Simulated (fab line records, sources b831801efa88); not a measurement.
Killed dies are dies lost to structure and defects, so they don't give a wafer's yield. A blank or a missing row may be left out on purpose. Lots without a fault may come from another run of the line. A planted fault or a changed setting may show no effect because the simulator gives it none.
fab line records | flow sky130
record lots=5 wafers=14 last_day=50
route steps=708 shown CAPM@546 METAL3@555
lots that met no fault: from a run of the same line without faults
start_h: hours from the record's first day to the start of the lot's first wafer shown | wait_h: hours since the lot's step before | " the same as in the row above | L1.1+2: a row that stands for several wafers | - no value, or no start given | * or withheld: withheld | < > ~ a bound
route shown NAME@n: a module of which the file shows steps, and the number in the route of the first | usual: mean/standard deviation of fault-free wafers | same: alike in all rows | chamber/n: place in a boat | sites: the reading at each site | _std_site: their standard deviation | _edge_site: outer sites' mean less inner sites' | radius_mm: how far each site lies from the wafer's centre | mask NAME#n: copy n | behind: the tool/chamber that last shaped the wafer | hold: why the lot was held/for how many hours/how that ended | device: the transistor (n, p or np) that didn't switch | end of line: the same wafers' tests at the end of the route | a step without rows: its recipe alone | killed: dies lost to structure and defects at the first sort, not the wafer's yield | map: a wafer's dies, x killed, . not, _ none there
set.NAME: the setting as run; set.NAME@STEP: as run at that earlier step | model.NAME: the simulator's own value behind a step, which no gauge read
lots at some steps of the route; a table a step, a row a wafer
services: from which hour (start_h, from the record's first day; less than 0 if before it) a tool's chamber was out of use, for how many hours, and why
## steps
# step SKY_CAPM_EXPOSE_09
# recipe mask_id=CAPM na=0.6 source_shape=conventional sigma_outer=0.6 polarization=unpolarized target_cd_nm=1000 dose_mj=159
# step SKY_CAPM_PEB_10
# recipe temp_c=withheld time_s=* resist=NOVOLAK
# step SKY_CAPM_DEVELOP_11
# recipe resist=NOVOLAK developer=TMAH develop_time_s=60 dev_temp_c=23
# step SKY_CAPM_OVL_MEAS_12
# usual CAPM_OVL=0.3/1.5
# columns lot.wafer tool chamber start_h wait_h CAPM_OVL[nm]
L409.1 overlay-01 - 938.33 0.1 2.7
L409.2 " - " " 0.8
L409.6 " - " " 0.6
L411.1 overlay-01 - 938.98 0.1 0.4
L411.4 " - " " -1.1
L411.5 " - " " -1.4
L416.1 overlay-02 - 968.53 0.1 2.4
L416.2 " - " " -0.3
L416.3 " - " " 0.6
L420.4 overlay-01 - 999.00 0.1 2.7
L420.6 " - " " -0.8
L426.2 overlay-02 - 1030.39 0.1 1.5
L426.4 " - " " 1.0
L426.5 " - " " -1.2
# step SKY_CAPM_METAL_ETCH_13
# recipe target_depth_nm=220 stop_on=SiO2 chemistry=Cl2/BCl3 target=TiN pressure_mtorr=10 icp_w=900 bias_w=48.5 Cl2_flow_sccm=60 bcl3_flow_sccm=30 time_s=62.9
# usual bias_w=48.50/0.14 drypump_motor_current_A=5.7/0.58 he_backside_leak_sccm=3.5/0.35 oes_product_au=0.943/0.0072 throttle_valve_pct=21.901/0.01
# columns lot.wafer tool chamber start_h wait_h bias_w drypump_motor_current_A he_backside_leak_sccm oes_product_au rf_hours_counter_h throttle_valve_pct
L409.1 rie_metal-01 1 938.37 0.0 48.50 4.9 3.7 0.943 8 21.910
L409.2 " 0 " " 48.60 5.8 3.6 0.952 11 21.892
L409.6 " 0 " " 48.64 5.8 3.3 0.946 - 21.906
L411.1 rie_metal-02 1 939.02 0.0 48.68 6.1 3.4 0.934 14 21.899
L411.4 " 0 " " 48.54 6.0 3.4 0.947 - 21.884
L411.5 " 0 " " 48.35 5.9 3.5 0.931 - 21.916
L416.1 rie_metal-01 0 968.57 0.0 48.58 5.8 3.4 0.933 12 21.899
L416.2 " 1 " " 48.41 5.0 3.5 0.935 10 21.899
L416.3 " 0 " " 48.45 5.8 3.4 0.923 - 21.905
L420.4 rie_metal-04 0 999.04 0.0 48.64 6.5 3.2 0.946 - 21.899
L420.6 " 0 " " 48.59 6.5 3.1 0.942 - 21.893
L426.2 rie_metal-01 1 1030.42 0.0 48.22 5.0 3.5 0.940 13 21.896
L426.4 " 1 " " 48.25 5.0 3.6 0.944 - 21.896
L426.5 " 0 " " 48.48 5.8 3.3 0.942 - 21.883
# step SKY_CAPM_STRIP_14
# recipe chemistry=O2/N2 power_w=1400 pressure_mtorr=1500 platen_temp_c=withheld o2_flow_sccm=3000 n2_flow_sccm=300 overash_fraction=0.5
# usual drypump_motor_current_A=5.49/0.28 n2_flow_sccm=300.1/0.89 oes_product_au=0.711/0.0045 strip_time_to_endpoint_s=12.66/0.046
# columns lot.wafer tool chamber start_h wait_h drypump_motor_current_A n2_flow_sccm oes_product_au rf_hours_counter_h strip_time_to_endpoint_s
L409.1 plasma_asher-01 1 938.44 0.1 5.51 300.7 0.706 111 12.66
L409.2 " 0 " " 5.30 300.2 0.717 111 12.68
L409.6 " 1 " " 5.51 302.0 0.712 - 12.69
L411.1 plasma_asher-02 0 939.09 0.1 5.88 301.4 0.706 51 12.63
L411.4 " 1 " " 5.10 298.7 0.709 - 12.66
L411.5 " 0 " " 5.88 300.9 0.708 - 12.68
L416.1 plasma_asher-02 0 968.64 0.1 5.89 299.8 0.710 54 12.70
L416.2 " 1 " " 5.10 300.8 0.705 54 12.67
L416.3 " 1 " " 5.08 300.6 0.707 - 12.71
L420.4 plasma_asher-01 1 999.13 0.1 5.56 297.7 0.712 - 12.71
L420.6 " 0 " " 5.31 300.2 0.717 - 12.66
L426.2 plasma_asher-01 0 1030.49 0.1 5.31 300.6 0.711 121 12.63
L426.4 " 1 " " 5.56 299.5 0.713 - 12.61
L426.5 " 1 " " 5.54 298.3 0.708 - 12.67
# step SKY_CAPM_STRIP_15
# recipe chemistry=post_etch_residue_remover time_s=1200 temp_c=72.5
# step SKY_CAPM_CLEAN_16
# recipe chemistry=IPA time_s=180 temp_c=25
# step SKY_CAPM_CLEAN_17
# recipe chemistry=O3/DIW dry=n2_spin
# step SKY_METAL3_DEHYDRATE_05
# recipe temp_c=200 time_s=60
# step SKY_METAL3_HMDS_06
# recipe prime_time_s=60 prime_temp_c=120
# step SKY_METAL3_COAT_07
# recipe resist=BARC temp_c=withheld time_s=withheld spin_rpm=3000 resist_thk_nm=60
# step SKY_METAL3_COAT_08
# recipe resist=KrF-thick spin_rpm=3000 resist_thk_nm=1140
# columns lot.wafer tool chamber start_h wait_h model.KrF-thick_of_METAL3_COAT_08.thk_nm
L409.1 litho_track-03 0 950 - 1141
L409.2 " 0 " " 1139
L409.6 " 0 " " 1142
L411.1 litho_track-01 0 951 - 1141
L411.4 " 0 " " 1140
L411.5 " 0 " " 1136
L416.1 litho_track-03 0 980 - 1137
L416.2 " 0 " " 1139
L416.3 " 0 " " 1138
L420.4 litho_track-03 0 1011 - 1142
L420.6 " 0 " " 1248
L426.2 litho_track-04 0 1041 - 1142
L426.4 " 0 1042 - 1140
L426.5 " 0 " " 1141
# step SKY_METAL3_SOFTBAKE_09
# recipe temp_c=100 time_s=90 resist=KrF-thick
# step SKY_METAL3_EXPOSE_10
# recipe mask_id=MM3 na=0.68 source_shape=annular sigma_inner=0.4 sigma_outer=0.8 target_cd_nm=300 dose_mj=28
# step SKY_METAL3_PEB_11
# recipe peb_temp_c=withheld peb_time_s=withheld resist=KrF-thick
# step SKY_METAL3_DEVELOP_12
# recipe develop_time_s=60 resist=KrF-thick dev_temp_c=21
# step SKY_METAL3_CD_MEAS_13
# recipe target_cd_nm=300
# usual cd_nm=300.0/1.5
# columns lot.wafer tool chamber start_h wait_h cd_nm
L409.1 cd_sem-02 - 963.31 - 299.4
L409.2 " - " " 299.8
L409.6 " - " " 299.1
L411.1 cd_sem-01 - 963.59 - 299.2
L411.4 " - " " 300.0
L411.5 " - " " 299.8
L416.1 cd_sem-02 - 993.08 - 299.1
L416.2 " - " " 299.5
L416.3 " - " " 298.3
L420.4 cd_sem-01 - 1022.37 - 301.4
L420.6 " - " " 304.2
L426.2 cd_sem-02 - 1053.15 - 300.2
L426.4 " - " " 300.4
L426.5 " - " " 299.8
# step SKY_METAL3_OVL_MEAS_14
# usual METAL3_OVL=-2/5.3
# columns lot.wafer tool chamber start_h wait_h METAL3_OVL[nm]
L409.1 overlay-02 - 963.43 0.1 -8
L409.2 " - " " -5
L409.6 " - " " -10
L411.1 overlay-01 - 963.71 0.1 2
L411.4 " - " " 1
L411.5 " - " " -2
L416.1 overlay-01 - 993.20 0.1 0
L416.2 " - " " -1
L416.3 " - " " -4
L420.4 overlay-02 - 1022.45 0.1 -8
L420.6 " - " " -6
L426.2 overlay-01 - 1053.26 0.1 1
L426.4 " - " " 5
L426.5 " - " " -1
# step SKY_METAL3_DESCUM_15
# recipe chemistry=O2 source_power_w=150 bias_power_w=0 pressure_mtorr=10 temp_c=40 time_s=8
# usual drypump_motor_current_A=5.8/0.47 he_backside_leak_sccm=3.46/0.21 oes_product_au=1.001/0.0093
# columns lot.wafer tool chamber start_h wait_h drypump_motor_current_A he_backside_leak_sccm oes_product_au rf_hours_counter_h model.METAL3.cd_nm
L409.1 rie_metal-03 1 963.46 0.0 5.4 3.75 1.002 17 298.8
L409.2 " 0 " " 5.9 3.58 1.003 8 299
L409.6 " 0 " " 5.9 3.36 1.000 - 299.2
L411.1 rie_metal-04 1 963.75 0.0 4.9 3.56 1.010 18 299.3
L411.4 " 0 " " 6.6 3.28 0.981 - 299.9
L411.5 " 0 " " 6.5 3.09 0.995 - 299.9
L416.1 rie_metal-02 0 993.24 0.0 6.0 3.60 0.979 7 299.1
L416.2 " 1 " " 6.2 3.41 1.002 16 299.8
L416.3 " 0 " " 6.0 3.48 0.986 - 298.3
L420.4 rie_metal-03 0 1022.48 0.0 5.9 3.59 1.015 - 301.4
L420.6 " 1 " " 5.4 3.82 1.015 - 303.4
L426.2 rie_metal-04 0 1053.30 0.0 6.5 3.17 0.994 - 300.1
L426.4 " 0 " " 6.6 3.12 0.994 - 300.9
L426.5 " 0 " " 6.5 3.26 0.996 - 299.8
# step SKY_METAL3_ETCH_16
# recipe chemistry=N2/H2 target=BARC ion_energy_ev=200 bias_w=100 pressure_mtorr=30 n2_flow_sccm=100 h2_flow_sccm=200 icp_w=500 stop_on=SiO2 time_s=88.2 target_depth_a=600
# usual bias_w=100.0/0.31 drypump_motor_current_A=5.8/0.47 h2_flow_sccm=200.1/0.58 he_backside_leak_sccm=3.49/0.25 n2_flow_sccm=100.01/0.27 oes_product_au=0.626/0.0052 throttle_valve_pct=13.205/0.01
# columns lot.wafer tool chamber start_h wait_h bias_w drypump_motor_current_A h2_flow_sccm he_backside_leak_sccm n2_flow_sccm oes_product_au rf_hours_counter_h throttle_valve_pct
L409.1 rie_metal-03 1 963.50 0.0 100.2 5.4 200.8 3.71 99.67 0.612 17 13.195
L409.2 " 0 " " 100.2 5.9 199.4 3.41 99.76 0.623 8 13.226
L409.6 " 0 " " 100.2 5.9 200.0 3.27 100.04 0.637 - 13.212
L411.1 rie_metal-04 1 963.78 0.0 100.1 4.9 199.6 3.34 99.56 0.625 18 13.235
L411.4 " 0 " " 99.9 6.6 199.0 3.22 100.26 0.618 - 13.207
L411.5 " 0 " " 100.4 6.6 199.6 3.18 99.83 0.631 - 13.212
L416.1 rie_metal-02 0 993.27 0.0 100.3 6.0 200.4 3.62 100.19 0.625 7 13.193
L416.2 " 1 " " 100.1 6.2 200.1 3.38 100.01 0.631 16 13.210
L416.3 " 0 " " 99.7 6.0 200.8 3.54 100.51 0.624 - 13.208
L420.4 rie_metal-03 0 1022.53 0.0 99.7 5.9 200.9 3.77 99.92 0.620 - 13.187
L420.6 " 1 " " 100.0 5.3 199.7 3.45 99.98 0.630 - 13.199
L426.2 rie_metal-04 0 1053.38 0.1 100.5 6.5 200.6 3.28 100.50 0.624 - 13.206
L426.4 " 0 " " 100.0 6.5 200.1 3.20 100.11 0.627 - 13.200
L426.5 " 0 " " 99.9 6.5 200.8 3.34 100.18 0.628 - 13.193
# step SKY_METAL3_ETCH_17
# recipe target=SiO2 stop_on=TiN chemistry=C4F8/O2/Ar source_w=1500 bias_w=1200 pressure_mtorr=40 c4f8_flow_sccm=withheld O2_flow_sccm=6 Ar_flow_sccm=300 time_s=3.9 target_depth_a=150
# usual bias_w=1200/3.3 oes_product_au=0.754/0.0068
# columns lot.wafer tool chamber start_h wait_h bias_w oes_product_au rf_hours_counter_h model.METAL3.cd_nm
L409.1 rie_diel-04 2 963.59 0.1 1206 0.753 9 297.9
L409.2 " 0 " " 1198 0.750 16 298.6
L409.6 " 3 " " 1199 0.755 - 299.1
L411.1 rie_diel-04 1 963.88 0.1 1204 0.746 15 298.3
L411.4 " 3 " " 1199 0.764 27 299.9
L411.5 " 3 " " 1202 0.758 - 299.4
L416.1 rie_diel-01 2 993.37 0.1 1197 0.744 8 299.8
L416.2 " 1 " " 1199 0.742 2 299.4
L416.3 " 0 " " 1201 0.744 16 299.5
L420.4 rie_diel-01 1 1022.59 0.0 1199 0.751 2 302.4
L420.6 " 3 " " 1203 0.751 - 302.5
L426.2 rie_diel-04 3 1053.55 0.1 1196 0.744 30 300
L426.4 " 2 " " 1203 0.763 12 301.8
L426.5 " 2 " " 1197 0.756 - 299.3
# step SKY_METAL3_METAL_ETCH_18
# recipe target_depth_a=8450 stop_on=SiO2 over_etch_frac=0.3 time_s=183.1 chemistry=Cl2/BCl3 resist_sidewall_deg=88 pressure_mtorr=10 icp_w=900 bias_w=48.5 Cl2_flow_sccm=60 bcl3_flow_sccm=30
# usual bias_w=48.49/0.15 drypump_motor_current_A=5.9/0.55 he_backside_leak_sccm=3.41/0.2 oes_product_au=0.863/0.0059 throttle_valve_pct=22.263/0.0095
# columns lot.wafer tool chamber start_h wait_h bias_w drypump_motor_current_A he_backside_leak_sccm oes_product_au rf_hours_counter_h throttle_valve_pct model.KrF-thick_of_METAL3_COAT_08.thk_nm
L409.1 rie_metal-02 1 963.61 0.0 48.48 6.1 3.36 0.857 15 22.262 521.8
L409.2 " 0 " " 48.51 6.0 3.48 0.857 5 22.276 536.1
L409.6 " 0 " " 48.48 6.1 3.49 0.857 - 22.255 539.1
L411.1 rie_metal-03 1 963.89 0.0 48.46 5.4 3.35 0.861 17 22.263 526.5
L411.4 " 1 " " 48.64 5.4 3.64 0.881 - 22.262 528.3
L411.5 " 1 " " 48.50 5.4 3.41 0.864 - 22.260 519.3
L416.1 rie_metal-03 1 993.39 0.0 48.31 5.3 3.38 0.869 19 22.264 519
L416.2 " 0 " " 48.50 5.9 3.36 0.869 10 22.259 523.5
L416.3 " 1 " " 48.61 5.3 3.76 0.863 - 22.269 519.4
L420.4 rie_metal-02 1 1022.67 0.1 48.64 6.1 3.41 0.860 - 22.267 527.7
L420.6 " 0 " " 48.34 6.0 3.43 0.860 - 22.259 651.2
L426.2 rie_metal-03 0 1053.57 0.0 48.62 5.9 3.52 0.862 14 22.257 533.8
L426.4 " 1 " " 48.45 5.3 3.70 0.864 - 22.275 526.1
L426.5 " 0 " " 48.27 5.9 3.58 0.865 - 22.264 527
# step SKY_METAL3_STRIP_19
# recipe chemistry=O2/N2 power_w=1400 pressure_mtorr=1500 platen_temp_c=withheld o2_flow_sccm=3000 n2_flow_sccm=300 overash_fraction=0.5
# usual drypump_motor_current_A=5.7/0.34 n2_flow_sccm=300.0/0.89 oes_product_au=0.502/0.0056 strip_time_to_endpoint_s=6.52/0.085
# columns lot.wafer tool chamber start_h wait_h drypump_motor_current_A n2_flow_sccm oes_product_au rf_hours_counter_h strip_time_to_endpoint_s
L409.1 plasma_asher-04 0 963.79 0.1 5.8 300.0 0.494 82 6.48
L409.2 " 1 " " 6.2 299.0 0.506 82 6.62
L409.6 " 1 " " 6.2 300.6 0.510 - 6.65
L411.1 plasma_asher-02 1 964.07 0.1 5.1 299.6 0.500 53 6.52
L411.4 " 0 " " 5.9 298.9 0.503 - 6.56
L411.5 " 0 " " 5.9 299.9 0.504 - 6.45
L416.1 plasma_asher-02 1 993.56 0.1 5.1 300.6 0.500 56 6.45
L416.2 " 0 " " 5.9 301.9 0.501 56 6.49
L416.3 " 0 " " 5.9 301.4 0.500 - 6.46
L420.4 plasma_asher-02 0 1022.82 0.1 5.9 300.7 0.506 - 6.55
L420.6 " 0 " " 5.9 300.3 0.555 - 7.75
L426.2 plasma_asher-02 0 1053.74 0.1 5.9 298.8 0.500 62 6.60
L426.4 " 1 " " 5.1 299.6 0.500 - 6.53
L426.5 " 0 " " 5.9 299.2 0.502 - 6.54
# step SKY_METAL3_STRIP_20
# recipe chemistry=post_etch_residue_remover time_s=1200 temp_c=72.5
## services
# columns tool chamber start_h hours kind
rie_diel-01 1 920.81 - clean
rie_diel-01 1 920.81 22.5 scheduled_down
rie_diel-01 1 920.81 22.5 vent_cycle
rie_metal-04 0 939.56 8.2 repair
rie_diel-04 2 971.29 7.3 repair
rie_metal-04 1 1040.90 - clean
rie_metal-04 1 1040.90 23.1 scheduled_down
rie_metal-04 1 1040.90 23.1 vent_cycle
rie_metal-02 0 1041.33 1.7 repair
litho_track-03 - 1052.61 - consumable_replace:filter
## key
first_sign step=SKY_METAL3_STRIP_19 reading=strip_time_to_endpoint_s direction=up sigmas=14 usual=* struck=*
effect step=SKY_METAL3_STRIP_19 reading=oes_product_au direction=up sigmas=9.5 usual=0.502 struck=0.555
model_effect step=SKY_METAL3_COAT_08 value=KrF-thick_of_METAL3_COAT_08.thk_nm without=1139 struck=1248
model_effect step=SKY_METAL3_DESCUM_15 value=METAL3.cd_nm without=300 struck=303.4
model_effect step=SKY_METAL3_ETCH_17 value=METAL3.cd_nm without=299.1 struck=302.5
model_effect step=SKY_METAL3_METAL_ETCH_18 value=KrF-thick_of_METAL3_COAT_08.thk_nm without=542.2 struck=651.2
met_at SKY_METAL3_COAT_08
struck_wafers L420.6
onset_between 980 1011
fault kind=process_parameter_drift tool=litho_track-03 chamber=- onset_h=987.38 steps=SKY_METAL3_COAT_08 channel=resist_thk_nm offset=109.11 shape=step end_h=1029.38 scope=struck_wafers_only acts_in=these_recipes_only stated=1140
